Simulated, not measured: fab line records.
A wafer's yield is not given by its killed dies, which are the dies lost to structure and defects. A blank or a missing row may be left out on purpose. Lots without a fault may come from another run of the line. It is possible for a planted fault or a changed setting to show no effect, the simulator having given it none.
Which of the tools did it? || flow gf180mcu || 13 lots with 38 wafers sampled at 4 steps, on a route of 602 steps

## WHAT THE GAUGES READ, wafer by wafer
The record holds no reading of a measuring or inspecting step that can be judged against a usual standard deviation.

## WHAT TOOL EACH LOT RAN ON (gives the tool, then ch and the chambers of the sampled wafers, and finally the start)
{"lot": "L147", "GF_V3_ETCH_17": "rie-diel-04 ch 0,2,3, day 23 23:00 or earlier", "GF_V4_SOFTBAKE_10": "litho-track-02 ch 0, day 23 23:00", "GF_V4_STRIP_18": "plasma-asher-04 ch 0,1, day 24 10:49", "GF_V4_CVD_23": "cvd-w-02 ch 0,1, day 24 11:28"}
{"lot": "L148", "GF_V3_ETCH_17": "rie-diel-03 ch 0,1,2, day 24 09:00 or earlier", "GF_V4_SOFTBAKE_10": "litho-track-02 ch 0, day 24 09:00", "GF_V4_STRIP_18": "plasma-asher-02 ch 0,1, day 24 20:47", "GF_V4_CVD_23": "cvd-w-01 ch 0,1, day 24 21:26"}
{"lot": "L149", "GF_V3_ETCH_17": "rie-diel-04 ch 0,2, day 24 18:00 or earlier", "GF_V4_SOFTBAKE_10": "litho-track-04 ch 0, day 24 18:00", "GF_V4_STRIP_18": "plasma-asher-02 ch 0,1, day 25 05:56", "GF_V4_CVD_23": "cvd-w-02 ch 0,1, day 25 06:37"}
{"lot": "L150", "GF_V3_ETCH_17": "rie-diel-03 ch 0,1, day 24 21:00 or earlier", "GF_V4_SOFTBAKE_10": "litho-track-04 ch 0, day 24 21:00", "GF_V4_STRIP_18": "plasma-asher-04 ch 0,1, day 25 08:47", "GF_V4_CVD_23": "cvd-w-01 ch 0, day 25 09:25"}
{"lot": "L151", "GF_V3_ETCH_17": "rie-diel-03 ch 1,2, day 25 11:00 or earlier", "GF_V4_SOFTBAKE_10": "litho-track-02 ch 0, day 25 11:00", "GF_V4_STRIP_18": "plasma-asher-02 ch 0,1, day 25 21:51", "GF_V4_CVD_23": "cvd-w-02 ch 0,1, day 25 22:29"}
{"lot": "L152", "GF_V3_ETCH_17": "rie-diel-04 ch 1,2,3, day 25 19:00 or earlier", "GF_V4_SOFTBAKE_10": "litho-track-01 ch 0, day 25 19:00", "GF_V4_STRIP_18": "plasma-asher-02 ch 0,1, day 26 06:17", "GF_V4_CVD_23": "cvd-w-02 ch 0,1, day 26 06:57"}
{"lot": "L160", "GF_V3_ETCH_17": "rie-diel-02 ch 1,2, day 28 05:00 or earlier", "GF_V4_SOFTBAKE_10": "litho-track-01 ch 0, day 28 05:00", "GF_V4_STRIP_18": "plasma-asher-02 ch 1, day 28 15:00", "GF_V4_CVD_23": "cvd-w-01 ch 0,1, day 28 15:38"}
{"lot": "L161", "GF_V3_ETCH_17": "rie-diel-02 ch 0,1,3, day 28 09:00 or earlier", "GF_V4_SOFTBAKE_10": "litho-track-01 ch 0, day 28 09:00", "GF_V4_STRIP_18": "plasma-asher-01 ch 0,1, day 28 18:44", "GF_V4_CVD_23": "cvd-w-02 ch 0,1, day 28 19:23"}
{"lot": "L162", "GF_V3_ETCH_17": "rie-diel-04 ch 0,1,2, day 29 03:00 or earlier", "GF_V4_SOFTBAKE_10": "litho-track-01 ch 0, day 29 03:00", "GF_V4_STRIP_18": "plasma-asher-01 ch 0,1, day 29 12:59", "GF_V4_CVD_23": "cvd-w-02 ch 0,1, day 29 13:38"}
{"lot": "L166", "GF_V3_ETCH_17": "rie-diel-04 ch 1,2,3, day 29 22:00 or earlier", "GF_V4_SOFTBAKE_10": "litho-track-02 ch 0, day 29 22:00", "GF_V4_STRIP_18": "plasma-asher-01 ch 0,1, day 30 08:02", "GF_V4_CVD_23": "cvd-w-01 ch 0,1, day 30 08:40"}
{"lot": "L167", "GF_V3_ETCH_17": "rie-diel-04 ch 1,2, day 30 03:00 or earlier", "GF_V4_SOFTBAKE_10": "litho-track-04 ch 0, day 30 03:00", "GF_V4_STRIP_18": "plasma-asher-04 ch 0,1, day 30 13:02", "GF_V4_CVD_23": "cvd-w-01 ch 1, day 30 13:40"}
{"lot": "L168", "GF_V3_ETCH_17": "rie-diel-02 ch 0,1,3, day 30 10:00 or earlier", "GF_V4_SOFTBAKE_10": "litho-track-02 ch 0, day 30 10:00", "GF_V4_STRIP_18": "plasma-asher-02 ch 0,1, day 30 20:11", "GF_V4_CVD_23": "cvd-w-01 ch 0,1, day 30 20:49"}
{"lot": "L170", "GF_V3_ETCH_17": "rie-diel-03 ch 1,3, day 30 22:00 or earlier", "GF_V4_SOFTBAKE_10": "litho-track-02 ch 0, day 30 22:00", "GF_V4_STRIP_18": "plasma-asher-02 ch 0,1, day 31 06:41", "GF_V4_CVD_23": "cvd-w-01 ch 0,1, day 31 07:20"}
- GF_V3_ETCH_17: etches SiO2 in C4F8/O2/Ar, stops on TiN, target depth 635 nm.
- GF_V4_SOFTBAKE_10: time 60 s.
- GF_V4_STRIP_18: strips in O2/N2.
- GF_V4_CVD_23: deposits W, target thk 350 nm, time 104.9 s.

## WHAT THE TOOLS THEMSELVES READ (means of the sampled wafers that have a number; where no wafer has one, the mark that the record gives instead)
GF_V3_ETCH_17.
{"lot": "L147", "tool": "rie-diel-04", "oes-product-au (a.u.)": 0.859}
{"lot": "L148", "tool": "rie-diel-03", "oes-product-au (a.u.)": 0.860}
{"lot": "L149", "tool": "rie-diel-04", "oes-product-au (a.u.)": 0.855}
{"lot": "L150", "tool": "rie-diel-03", "oes-product-au (a.u.)": 0.857}
{"lot": "L151", "tool": "rie-diel-03", "oes-product-au (a.u.)": 0.853}
{"lot": "L152", "tool": "rie-diel-04", "oes-product-au (a.u.)": 0.857}
{"lot": "L160", "tool": "rie-diel-02", "oes-product-au (a.u.)": 0.859}
{"lot": "L161", "tool": "rie-diel-02", "oes-product-au (a.u.)": 0.856}
{"lot": "L162", "tool": "rie-diel-04", "oes-product-au (a.u.)": 0.852}
{"lot": "L166", "tool": "rie-diel-04", "oes-product-au (a.u.)": 0.856}
{"lot": "L167", "tool": "rie-diel-04", "oes-product-au (a.u.)": 0.853}
{"lot": "L168", "tool": "rie-diel-02", "oes-product-au (a.u.)": 0.854}
{"lot": "L170", "tool": "rie-diel-03", "oes-product-au (a.u.)": 0.852}

GF_V4_SOFTBAKE_10.
{"lot": "L147", "tool": "litho-track-02", "plate-temp-C (C)": 129.90, "run-length-s (s)": 88.96}
{"lot": "L148", "tool": "litho-track-02", "plate-temp-C (C)": 129.88, "run-length-s (s)": 88.98}
{"lot": "L149", "tool": "litho-track-04", "plate-temp-C (C)": 130.02, "run-length-s (s)": 89.11}
{"lot": "L150", "tool": "litho-track-04", "plate-temp-C (C)": 130.25, "run-length-s (s)": 89.12}
{"lot": "L151", "tool": "litho-track-02", "plate-temp-C (C)": 130.03, "run-length-s (s)": 88.90}
{"lot": "L152", "tool": "litho-track-01", "plate-temp-C (C)": 130.10, "run-length-s (s)": 89.00}
{"lot": "L160", "tool": "litho-track-01", "plate-temp-C (C)": 129.94, "run-length-s (s)": 90.25}
{"lot": "L161", "tool": "litho-track-01", "plate-temp-C (C)": 129.99, "run-length-s (s)": 89.86}
{"lot": "L162", "tool": "litho-track-01", "plate-temp-C (C)": 129.96, "run-length-s (s)": 89.78}
{"lot": "L166", "tool": "litho-track-02", "plate-temp-C (C)": 130.13, "run-length-s (s)": 88.81}
{"lot": "L167", "tool": "litho-track-04", "plate-temp-C (C)": 129.93, "run-length-s (s)": 89.10}
{"lot": "L168", "tool": "litho-track-02", "plate-temp-C (C)": 129.93, "run-length-s (s)": 88.92}
{"lot": "L170", "tool": "litho-track-02", "plate-temp-C (C)": 129.93, "run-length-s (s)": 88.78}

GF_V4_STRIP_18.
{"lot": "L147", "tool": "plasma-asher-04", "drypump-motor-current-A (A)": 5.35, "heater-power-w (W)": 331, "n2-flow-sccm (sccm)": 299.5, "oes-product-au (a.u.)": 0.592}
{"lot": "L148", "tool": "plasma-asher-02", "drypump-motor-current-A (A)": 5.74, "heater-power-w (W)": 320, "n2-flow-sccm (sccm)": 300.0, "oes-product-au (a.u.)": 0.592}
{"lot": "L149", "tool": "plasma-asher-02", "drypump-motor-current-A (A)": 5.74, "heater-power-w (W)": 309, "n2-flow-sccm (sccm)": 300.5, "oes-product-au (a.u.)": 0.589}
{"lot": "L150", "tool": "plasma-asher-04", "drypump-motor-current-A (A)": 5.47, "heater-power-w (W)": 333, "n2-flow-sccm (sccm)": 298.9, "oes-product-au (a.u.)": 0.592}
{"lot": "L151", "tool": "plasma-asher-02", "drypump-motor-current-A (A)": 5.74, "heater-power-w (W)": 313, "n2-flow-sccm (sccm)": 299.9, "oes-product-au (a.u.)": 0.592}
{"lot": "L152", "tool": "plasma-asher-02", "drypump-motor-current-A (A)": 5.64, "heater-power-w (W)": 316, "n2-flow-sccm (sccm)": 300.4, "oes-product-au (a.u.)": 0.592}
{"lot": "L160", "tool": "plasma-asher-02", "drypump-motor-current-A (A)": 5.83, "heater-power-w (W)": 308, "n2-flow-sccm (sccm)": 300.8, "oes-product-au (a.u.)": 0.589}
{"lot": "L161", "tool": "plasma-asher-01", "drypump-motor-current-A (A)": 5.38, "heater-power-w (W)": 324, "n2-flow-sccm (sccm)": 300.8, "oes-product-au (a.u.)": 0.593}
{"lot": "L162", "tool": "plasma-asher-01", "drypump-motor-current-A (A)": 5.46, "heater-power-w (W)": 317, "n2-flow-sccm (sccm)": 299.5, "oes-product-au (a.u.)": 0.598}
{"lot": "L166", "tool": "plasma-asher-01", "drypump-motor-current-A (A)": 5.38, "heater-power-w (W)": 319, "n2-flow-sccm (sccm)": 298.8, "oes-product-au (a.u.)": 0.591}
{"lot": "L167", "tool": "plasma-asher-04", "drypump-motor-current-A (A)": 5.45, "heater-power-w (W)": 338, "n2-flow-sccm (sccm)": 299.5, "oes-product-au (a.u.)": 0.593}
{"lot": "L168", "tool": "plasma-asher-02", "drypump-motor-current-A (A)": 5.62, "heater-power-w (W)": 312, "n2-flow-sccm (sccm)": 299.9, "oes-product-au (a.u.)": 0.598}
{"lot": "L170", "tool": "plasma-asher-02", "drypump-motor-current-A (A)": 5.62, "heater-power-w (W)": 319, "n2-flow-sccm (sccm)": 299.2, "oes-product-au (a.u.)": 0.589}

GF_V4_CVD_23.
{"lot": "L147", "tool": "cvd-w-02", "heater-power-w (W)": 781}
{"lot": "L148", "tool": "cvd-w-01", "heater-power-w (W)": 953}
{"lot": "L149", "tool": "cvd-w-02", "heater-power-w (W)": 789}
{"lot": "L150", "tool": "cvd-w-01", "heater-power-w (W)": 837}
{"lot": "L151", "tool": "cvd-w-02", "heater-power-w (W)": 771}
{"lot": "L152", "tool": "cvd-w-02", "heater-power-w (W)": 765}
{"lot": "L160", "tool": "cvd-w-01", "heater-power-w (W)": 923}
{"lot": "L161", "tool": "cvd-w-02", "heater-power-w (W)": 875}
{"lot": "L162", "tool": "cvd-w-02", "heater-power-w (W)": 896}
{"lot": "L166", "tool": "cvd-w-01", "heater-power-w (W)": 903}
{"lot": "L167", "tool": "cvd-w-01", "heater-power-w (W)": 1001}
{"lot": "L168", "tool": "cvd-w-01", "heater-power-w (W)": 953}
{"lot": "L170", "tool": "cvd-w-01", "heater-power-w (W)": 904}

## THE ANSWER, worked out from the rows above alone
Rule: usual is defined by the lots themselves. The widest of any qualifying gaps counts: lots, ordered by their means at a reading, are off when they make up no more than a third of the lots, leave a main group of 4 or more, and stand apart from it by 3 or more times the standard deviation of that group's means. Not used: any main group whose means are identical at the precision the tables above print for the reading. Also off: a lot with no number at a reading for which 4 or more lots have one. Where the step has rows for the other lots, those lots are counted as sound. Order of review: gauges by route order, followed by the tools' own readings, for which a lot's mean as printed above is used. At the first step where some lot is off, the reading lying furthest off is the one used; lots without a number count as furthest.
Off at GF_V4_SOFTBAKE_10 (run-length-s): L160, L161, L162. Main group: mean 88.97 s, sd 0.11.
A tool fits if, at that step or a process step before it, it ran every lot that is off, and no sound lot after the first of them. With no start given for some of its lots, GF_V3_ETCH_17 uses the hours and lot order of GF_V4_SOFTBAKE_10. One candidate fits, namely litho-track-01 at GF_V4_SOFTBAKE_10. Its last sound lot is L152 (day 25 19:00), its first lot that is off L160 (day 28 05:00): a fault that began between those two fits.
On the lots that are off, the tool's own readings at GF_V4_SOFTBAKE_10 differ by more than 5 times the standard deviation of the sound lots' means, which bears it out; run-length-s reads 89.96 s there versus 88.97 s on the sound lots.

## WHAT THE SIMULATOR PUT IN
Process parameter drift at GF_V4_SOFTBAKE_10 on litho-track-01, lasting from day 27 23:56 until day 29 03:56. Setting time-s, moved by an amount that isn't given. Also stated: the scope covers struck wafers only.
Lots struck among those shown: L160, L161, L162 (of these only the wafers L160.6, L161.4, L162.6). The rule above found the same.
